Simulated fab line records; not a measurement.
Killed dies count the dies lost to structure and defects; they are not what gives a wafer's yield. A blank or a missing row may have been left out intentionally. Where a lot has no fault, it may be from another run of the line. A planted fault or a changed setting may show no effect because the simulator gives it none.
fab line records ; flow sky130
[record] lots = 11; wafers = 33; lastDay = 50
route steps=708 shown METAL4@599 VIA4@642 PAD_OPEN@708
lots with no fault: from the same line, run without faults
startH: the number of hours between the record's first day and the start of the first shown wafer of the lot ; waitH: hours elapsed since this lot's preceding step ; " unchanged from the row above ; L1.1+2: a single row standing in for several wafers ; - value missing, or start not given ; * or withheld: withheld ; < > ~ a bound
route shown NAME@n: a module of which the file shows steps, and the number in the route of the first ; usual: mean/standard deviation of fault-free wafers ; same: alike in all rows ; chamber/n: place in a boat ; sites: the reading at each site ; _std_site: the values' standard deviation ; _edge_site: outer sites' mean less inner sites' ; radiusMm: how far each site lies from the wafer's centre ; mask NAME#n: copy n ; behind: the most recent tool/chamber to have shaped the wafer ; hold: reason for holding the lot/hours on hold/outcome of the hold ; device: the transistor (n, p or np) that didn't switch ; end of line: the same wafers' tests at the end of the route ; for a step that has no rows: nothing shown but its recipe ; killed: the dies lost at the first sort to structure and to defects; this is not the yield of the wafer ; map: the dies of a wafer, with x for killed, . for not killed, _ for no die there
set.NAME: setting as actually run; set.NAME@STEP: the setting as run at that earlier step ; model.NAME: the simulator's own value behind a step, which no gauge read
one table for each step of the route and one row for each wafer, over a sample of lots
services: the hour from which a tool's chamber was out of use, counted from the record's first day as startH (under 0 if before that day), plus the number of hours and why
[[steps]]
[step SKY_METAL4_SPUTTER_01]
[recipe] material = TiN; targetThkNm = 20; powerW = 6500; timeS = 16.7; chamberPressurePa = 0.4
[usual] throttleValvePct = 30.0/0.94
lot.wafer;tool;chamber;startH;waitH;throttleValvePct
L132.3;pvdSputter-02;-;936.99;0.0;30.0
L132.5;pvdSputter-02;-;936.99;0.0;29.8
L132.6;pvdSputter-02;-;936.99;0.0;29.5
L133.2;pvdSputter-01;-;937.31;0.0;31.3
L133.3;pvdSputter-01;-;937.31;0.0;30.4
L133.5;pvdSputter-01;-;937.31;0.0;30.4
L134.1;pvdSputter-02;-;947.30;0.0;29.5
L134.3;pvdSputter-02;-;947.30;0.0;30.0
L134.4;pvdSputter-02;-;947.30;0.0;29.7
L139.1;pvdSputter-02;-;977.05;0.0;29.9
L139.3;pvdSputter-02;-;977.05;0.0;29.3
L139.6;pvdSputter-02;-;977.05;0.0;28.3
L138.1;pvdSputter-04;-;977.42;0.0;30.4
L138.2;pvdSputter-04;-;977.42;0.0;31.3
L138.5;pvdSputter-04;-;977.42;0.0;30.5
L142.1;pvdSputter-02;-;990.43;0.0;28.4
L142.2;pvdSputter-02;-;990.43;0.0;29.6
L142.3;pvdSputter-02;-;990.43;0.0;29.9
L143.1;pvdSputter-01;-;1022.55;0.0;31.4
L143.2;pvdSputter-01;-;1022.55;0.0;29.5
L143.5;pvdSputter-01;-;1022.55;0.0;30.3
L144.4;pvdSputter-04;-;1023.85;0.0;28.9
L144.5;pvdSputter-04;-;1023.85;0.0;29.6
L144.6;pvdSputter-04;-;1023.85;0.0;30.6
L147.1;pvdSputter-02;-;1034.93;0.0;30.1
L147.2;pvdSputter-02;-;1034.93;0.0;30.2
L147.6;pvdSputter-02;-;1034.93;0.0;28.4
L151.1;pvdSputter-02;-;1054.81;0.0;29.5
L151.2;pvdSputter-02;-;1054.81;0.0;29.9
L151.6;pvdSputter-02;-;1054.81;0.0;28.1
L155.2;pvdSputter-04;-;1081.06;0.0;30.7
L155.4;pvdSputter-04;-;1081.06;0.0;29.9
L155.5;pvdSputter-04;-;1081.06;0.0;30.3
[step SKY_METAL4_SPUTTER_04]
[recipe] material = TiN; targetThkNm = 70; powerW = 6500; timeS = 58.3; chamberPressurePa = 0.4
[usual] throttleValvePct = 30.0/0.94
lot.wafer;tool;chamber;startH;waitH;throttleValvePct
L132.3;pvdSputter-02;-;937.07;0.0;30.3
L132.5;pvdSputter-02;-;937.07;0.0;30.3
L132.6;pvdSputter-02;-;937.07;0.0;29.4
L133.2;pvdSputter-01;-;937.39;0.0;31.4
L133.3;pvdSputter-01;-;937.39;0.0;30.6
L133.5;pvdSputter-01;-;937.39;0.0;30.4
L134.1;pvdSputter-02;-;947.39;0.0;29.2
L134.3;pvdSputter-02;-;947.39;0.0;30.1
L134.4;pvdSputter-02;-;947.39;0.0;29.6
L139.1;pvdSputter-02;-;977.13;0.0;30.0
L139.3;pvdSputter-02;-;977.13;0.0;29.3
L139.6;pvdSputter-02;-;977.13;0.0;28.1
L138.1;pvdSputter-04;-;977.50;0.0;30.7
L138.2;pvdSputter-04;-;977.50;0.0;31.0
L138.5;pvdSputter-04;-;977.50;0.0;30.5
L142.1;pvdSputter-02;-;990.51;0.0;28.4
L142.2;pvdSputter-02;-;990.51;0.0;29.1
L142.3;pvdSputter-02;-;990.51;0.0;30.1
L143.1;pvdSputter-01;-;1022.63;0.0;31.6
L143.2;pvdSputter-01;-;1022.63;0.0;29.6
L143.5;pvdSputter-01;-;1022.63;0.0;30.5
L144.4;pvdSputter-04;-;1023.93;0.0;28.8
L144.5;pvdSputter-04;-;1023.93;0.0;29.9
L144.6;pvdSputter-04;-;1023.93;0.0;30.6
L147.1;pvdSputter-02;-;1035.01;0.0;30.1
L147.2;pvdSputter-02;-;1035.01;0.0;30.4
L147.6;pvdSputter-02;-;1035.01;0.0;28.5
L151.1;pvdSputter-02;-;1054.89;0.0;29.3
L151.2;pvdSputter-02;-;1054.89;0.0;30.0
L151.6;pvdSputter-02;-;1054.89;0.0;28.5
L155.2;pvdSputter-04;-;1081.15;0.0;30.6
L155.4;pvdSputter-04;-;1081.15;0.0;29.8
L155.5;pvdSputter-04;-;1081.15;0.0;30.8
[step SKY_VIA4_BOW_MEAS_03]
[recipe] mode = bow
[usual] VIA4_BOW = 78/7.9
lot.wafer;tool;chamber;startH;waitH;VIA4_BOW[um]
L132.3;filmMetro-01;-;987.53;0.2;64
L132.5;filmMetro-01;-;987.53;0.2;78
L132.6;filmMetro-01;-;987.53;0.2;74
L133.2;filmMetro-01;-;988.52;0.2;78
L133.3;filmMetro-01;-;988.52;0.2;85
L133.5;filmMetro-01;-;988.52;0.2;85
L134.1;filmMetro-01;-;996.13;0.1;77
L134.3;filmMetro-01;-;996.13;0.1;76
L134.4;filmMetro-01;-;996.13;0.1;84
L139.1;filmMetro-01;-;1025.87;0.1;86
L139.3;filmMetro-01;-;1025.87;0.1;85
L139.6;filmMetro-01;-;1025.87;0.1;86
L138.1;filmMetro-01;-;1026.56;0.1;65
L138.2;filmMetro-01;-;1026.56;0.1;86
L138.5;filmMetro-01;-;1026.56;0.1;85
L142.1;filmMetro-01;-;1039.61;0.2;77
L142.2;filmMetro-01;-;1039.61;0.2;73
L142.3;filmMetro-01;-;1039.61;0.2;77
L143.1;filmMetro-03;-;1068.32;0.2;74
L143.2;filmMetro-03;-;1068.32;0.2;73
L143.5;filmMetro-03;-;1068.32;0.2;73
L144.4;filmMetro-03;-;1070.49;0.3;89
L144.5;filmMetro-03;-;1070.49;0.3;68
L144.6;filmMetro-03;-;1070.49;0.3;68
L147.1;filmMetro-01;-;1081.10;0.1;67
L147.2;filmMetro-01;-;1081.10;0.1;71
L147.6;filmMetro-01;-;1081.10;0.1;69
L151.1;filmMetro-03;-;1099.11;0.1;70
L151.2;filmMetro-03;-;1099.11;0.1;73
L151.6;filmMetro-03;-;1099.11;0.1;60
L155.2;filmMetro-04;-;1123.56;0.1;75
L155.4;filmMetro-04;-;1123.56;0.1;87
L155.5;filmMetro-04;-;1123.56;0.1;82
[step SKY_VIA4_CMP_21]
[recipe] stopOn = SiO2; tOverpolishS = 25; downForcePsi = 3.5; platenRpm = 60; targetThkNm = 0; padVelocityMS = 0.94248
[usual] motorCurrentA = 10.3/0.61; overpolishRunS = 25.000/0.0092; tOverpolishS = 25/0; timeToEndpointS = 123/3.9
lot.wafer;tool;chamber;startH;waitH;motorCurrentA;overpolishRunS;tOverpolishS;timeToEndpointS
L132.3;cmp-02;2;1011.86;0.1;10.7;24.997;25;124
L132.5;cmp-02;0;1011.86;0.1;9.4;25.001;25;127
L132.6;cmp-02;1;1011.86;0.1;9.5;25.003;25;120
L133.3;cmp-01;0;1012.06;0.0;11.3;24.998;25;126
L133.2;cmp-01;1;1012.06;0.0;9.0;24.992;25;126
L133.5;cmp-01;1;1012.06;0.0;9.4;25.000;25;125
L134.4;cmp-01;3;1020.79;0.2;11.4;25.014;25;125
L134.3;cmp-01;0;1020.79;0.2;10.6;25.003;25;127
L134.1;cmp-01;1;1020.79;0.2;9.4;25.002;25;125
L139.1;cmp-02;3;1049.03;0.1;10.6;24.993;25;126
L139.3;cmp-02;1;1049.03;0.1;9.8;25.002;25;124
L139.6;cmp-02;0;1049.03;0.1;9.5;24.991;25;125
L138.2;cmp-01;1;1049.78;0.1;9.5;25.009;25;125
L138.1;cmp-01;2;1049.78;0.1;10.1;25.001;25;120
L138.5;cmp-01;3;1049.78;0.1;11.0;24.998;25;122
L142.1;cmp-02;3;1062.24;0.1;10.4;24.999;25;125
L142.2;cmp-02;0;1062.24;0.1;9.2;26.526;26.531;130
L142.3;cmp-02;1;1062.24;0.1;10.3;24.999;25;122
L143.2;cmp-01;3;1090.95;0.1;10.9;24.995;25;122
L143.1;cmp-01;0;1090.95;0.1;11.4;24.977;25;124
L143.5;cmp-01;2;1090.95;0.1;10.5;25.005;25;116
L144.4;cmp-02;0;1092.32;0.0;9.5;26.545;26.531;125
L144.5;cmp-02;0;1092.32;0.0;9.2;26.523;26.531;123
L144.6;cmp-02;1;1092.32;0.0;10.0;24.998;25;119
L147.1;cmp-01;3;1101.84;0.1;10.9;25.005;25;119
L147.2;cmp-01;1;1101.84;0.1;10.4;24.990;25;118
L147.6;cmp-01;0;1101.84;0.1;10.5;25.001;25;114
L151.1;cmp-01;2;1119.77;0.1;10.4;25.010;25;118
L151.2;cmp-01;0;1119.77;0.1;11.1;24.984;25;119
L151.6;cmp-01;2;1119.77;0.1;10.0;24.994;25;120
L155.4;cmp-01;0;1143.73;0.0;10.9;25.009;25;127
L155.2;cmp-01;3;1143.73;0.0;10.7;24.983;25;126
L155.5;cmp-01;0;1143.73;0.0;11.3;24.998;25;127
[step SKY_PAD_OPEN_PROBE_99]
[usual] defectLimitedYield = 82.4/2.1; killed_at_M0_to_M3 = 44/7.3; killed_at_M4_up = 3.0/1.9; killedAtContacts = 24/5; killedAtFrontEnd = 16/4.5; killedAtOther = 0.3/0.46; killedDies = 87/10; killedOpen = 47/8.3; killedShort = 39/6.4; sort_bin_3_pad_short = 0.8/0.43; sort_bin_5_function = 10.5/1.6; sort_bin_6_memory = 6.3/1.1; sortNPass = 405/10; sortYieldPct = 82.4/2.1
[same] grossDies = 492; killedAtBackSide = 0; sort_bin_4_leakage[%] = 0; sort_bin_8_speed[%] = 0
lot.wafer;tool;chamber;startH;waitH;defectLimitedYield[%];killed_at_M0_to_M3;killed_at_M4_up;killedAtContacts;killedAtFrontEnd;killedAtOther;killedDies;killedOpen;killedShort;sort_bin_3_pad_short[%];sort_bin_5_function[%];sort_bin_6_memory[%];sortNPass;sortYieldPct[%]
L144.4;prober-01;-;1154.77;0.2;79.3;59;2;22;18;1;102;58;44;0.8;13.8;6.1;390;79.3
L144.5;prober-01;-;1154.82;0.2;82.7;44;3;22;15;1;85;33;52;0.6;9.1;7.5;407;82.7
L144.6;prober-01;-;1154.87;0.2;82.1;50;4;17;17;0;88;42;46;0.4;10.6;6.9;404;82.1
// killed by level:class
L144.4 CONTACT:geometricParticle:open=12 VIA3:geometricParticle:open=12 VIA1:geometricParticle:open=10 METAL1:geometricParticle:short=10 VIA2:geometricParticle:open=7 FIELD_ISO:geometricParticle:short=5 METAL2:geometricParticle:short=5 POLY_GATE:geometricParticle:open=4
L144.5 VIA1:geometricParticle:short=9 LI_CONTACT:geometricParticle:open=7 VIA2:geometricParticle:open=6 METAL1:geometricParticle:short=6 FIELD_ISO:geometricParticle:short=5 VIA3:geometricParticle:open=5 CONTACT:geometricParticle:short=5 VIA2:geometricParticle:short=5
L144.6 METAL1:geometricParticle:short=14 VIA3:geometricParticle:open=10 CONTACT:geometricParticle:open=7 VIA2:geometricParticle:open=6 VIA1:geometricParticle:open=6 FIELD_ISO:geometricParticle:short=5 POLY_GATE:geometricParticle:short=5 LOCAL_INTERCONNECT:geometricParticle:short=4
[[services]]
tool;chamber;startH;hours;kind
cmp-01;-;915.50;4.0;pm
cmp-01;-;919.50;-;consumableReplace:conditioner
pvdSputter-02;-;919.71;5.0;repair
pvdSputter-04;-;923.89;1.2;repair
cmp-01;-;930.78;3.3;repair
pvdSputter-02;-;938.01;8.6;repair
cmp-02;-;947.66;2.0;repair
pvdSputter-04;-;980.78;1.0;repair
cmp-01;-;982.39;12.0;repair
cmp-01;-;998.73;6.5;pm
cmp-02;-;1018.18;8.7;pm
cmp-01;-;1023.97;0.7;repair
pvdSputter-04;-;1032.28;4.2;repair
pvdSputter-01;-;1036.32;1.5;repair
cmp-01;-;1066.92;0.9;repair
cmp-02;-;1084.23;4.0;pm
pvdSputter-04;-;1084.49;12.0;repair
cmp-01;-;1086.88;1.4;repair
cmp-02;-;1097.61;1.1;repair
cmp-01;-;1106.48;3.3;repair
pvdSputter-04;-;1116.76;1.1;repair
pvdSputter-01;-;1126.52;2.0;repair
cmp-02;-;1138.66;0.3;repair
cmp-01;-;1139.09;0.9;repair
[[key]]
[firstSign] step = SKY_VIA4_CMP_21; reading = tOverpolishS; direction = up; sigmas = 99+; usual = 25; struck = 26.531
[effect] step = SKY_VIA4_CMP_21; reading = overpolishRunS; direction = up; sigmas = 99+; usual = 25.000; struck = 26.531
metAt SKY_VIA4_CMP_21
struckLots L142,L144
struckWafers L142.2,L144.4,L144.5
notActingAt SKY_METAL4_SPUTTER_01,SKY_METAL4_SPUTTER_04,SKY_VIA4_BOW_MEAS_03
onsetBetween 1049.03 1062.24
[fault] kind = processParameterDrift; tool = cmp-02; chamber = 0; onsetH = 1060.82; steps = SKY_VIA4_CMP_21; channel = tOverpolishS; offset = 1.5311; shape = step; endH = 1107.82; actsIn = theseRecipesOnly; stated = 25
